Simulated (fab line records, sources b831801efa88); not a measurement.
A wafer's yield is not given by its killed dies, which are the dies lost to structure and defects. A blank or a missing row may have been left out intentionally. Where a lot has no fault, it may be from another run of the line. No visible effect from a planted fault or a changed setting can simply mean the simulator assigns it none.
Which tool is to blame? + flow gf180mcu + 12 lots with 36 wafers sampled at 3 steps, on a route of 602 steps

WHAT THE GAUGES READ, wafer by wafer
GF_V3_THK_MEAS_01. Usual: V3_CVD_00_THK 604 nm, standard deviation 7.1.
| lot  | measured     | on            | V3_CVD_00_THK (nm) | flag |
|------|--------------|---------------|--------------------|------|
| L195 | day 21 14:40 | film metro-04 | 594 595 608        |      |
| L196 | day 22 05:12 | film metro-02 | 599 613 612        |      |
| L198 | day 23 03:46 | film metro-03 | 596 589 606        |      |
| L206 | day 25 19:05 | film metro-03 | 602 607 599        |      |
| L207 | day 25 22:25 | film metro-02 | 604 598 604        |      |
| L208 | day 26 09:46 | film metro-03 | 609 616 609        |      |
| L210 | day 27 05:46 | film metro-02 | 611 619 615        |      |
| L211 | day 27 08:01 | film metro-02 | 616 610 606        |      |
| L215 | day 28 07:25 | film metro-04 | 609 611 608        |      |
| L214 | day 28 09:16 | film metro-04 | 608 602 607        |      |
| L217 | day 29 01:58 | film metro-04 | 598 606 611        |      |
| L218 | day 29 07:46 | film metro-02 | 597 609 595        |      |

GF_V3_BOW_MEAS_05. Usual: V3_BOW 119 um, standard deviation 9.4.
| lot  | measured     | on            | V3_BOW (um) | flag |
|------|--------------|---------------|-------------|------|
| L195 | day 21 15:10 | film metro-03 | 123 122 122 |      |
| L196 | day 22 05:41 | film metro-02 | 126 128 128 |      |
| L198 | day 23 04:25 | film metro-02 | 123 120 122 |      |
| L206 | day 25 19:35 | film metro-02 | 121 119 120 |      |
| L207 | day 25 22:54 | film metro-02 | 125 122 136 |      |
| L208 | day 26 10:16 | film metro-02 | 126 132 116 |      |
| L210 | day 27 06:16 | film metro-02 | 130 128 128 |      |
| L211 | day 27 08:31 | film metro-03 | 114 137 127 |      |
| L215 | day 28 08:01 | film metro-04 | 100 113 110 |      |
| L214 | day 28 09:59 | film metro-04 | 107 121 123 |      |
| L217 | day 29 02:27 | film metro-04 | 105 94 103  |      |
| L218 | day 29 08:16 | film metro-02 | 123 116 123 |      |

GF_M4_CD_MEAS_14: target cd 280 nm. Usual: cd nm at 280.2 nm, with a standard deviation of 1.6.
| lot  | measured     | on        | cd nm (nm)        | flag |
|------|--------------|-----------|-------------------|------|
| L195 | day 23 16:29 | cd sem-02 | 279.7 278.8 278.6 |      |
| L196 | day 24 05:45 | cd sem-02 | 280.3 279.2 280.7 |      |
| L198 | day 25 03:12 | cd sem-01 | 278.4 279.4 280.6 |      |
| L206 | day 27 15:10 | cd sem-01 | 277.7 278.1 278.5 |      |
| L207 | day 27 18:18 | cd sem-01 | 279.2 280.7 279.6 |      |
| L208 | day 28 05:48 | cd sem-01 | 281.7 280.2 283.4 |      |
| L210 | day 28 23:25 | cd sem-01 | 280.1 280.7 280.1 |      |
| L211 | day 29 02:22 | cd sem-01 | 283.8 283.4 283.5 |      |
| L215 | day 30 00:42 | cd sem-02 | 280.9 280.0 279.0 |      |
| L214 | day 30 01:58 | cd sem-01 | 280.5 280.1 280.6 |      |
| L217 | day 30 18:03 | cd sem-01 | 278.4 279.1 279.1 |      |
| L218 | day 31 00:04 | cd sem-01 | 276.3 277.6 277.4 |      |

EACH LOT AND THE TOOL THAT RAN IT (in order: tool; ch and the chambers of the sampled wafers; start)
Record: no process step prior to these readings.

AS READ BY THE TOOLS THEMSELVES (means over the sampled wafers that have a number; for cases with no such wafer, the mark the record gives instead)
The record holds no such reading with a usual standard deviation.

THE ANSWER, worked out from the rows above alone
Rule: lot off if the mean of its wafers having a number is beyond 3 standard deviations from the usual mean. A lot without any number at a reading at which 4 lots or more have one is off too. All remaining lots with rows at the step are treated as sound. After the gauges, taken in route order, come the tools' own readings; for these a lot's mean is taken, as printed above. At the first step where some lot is off, the reading lying furthest off is the one used; lots without a number count as furthest.
Nothing can be told from this: no lot is off at any reading shown.

WHAT THE SIMULATOR PUT IN
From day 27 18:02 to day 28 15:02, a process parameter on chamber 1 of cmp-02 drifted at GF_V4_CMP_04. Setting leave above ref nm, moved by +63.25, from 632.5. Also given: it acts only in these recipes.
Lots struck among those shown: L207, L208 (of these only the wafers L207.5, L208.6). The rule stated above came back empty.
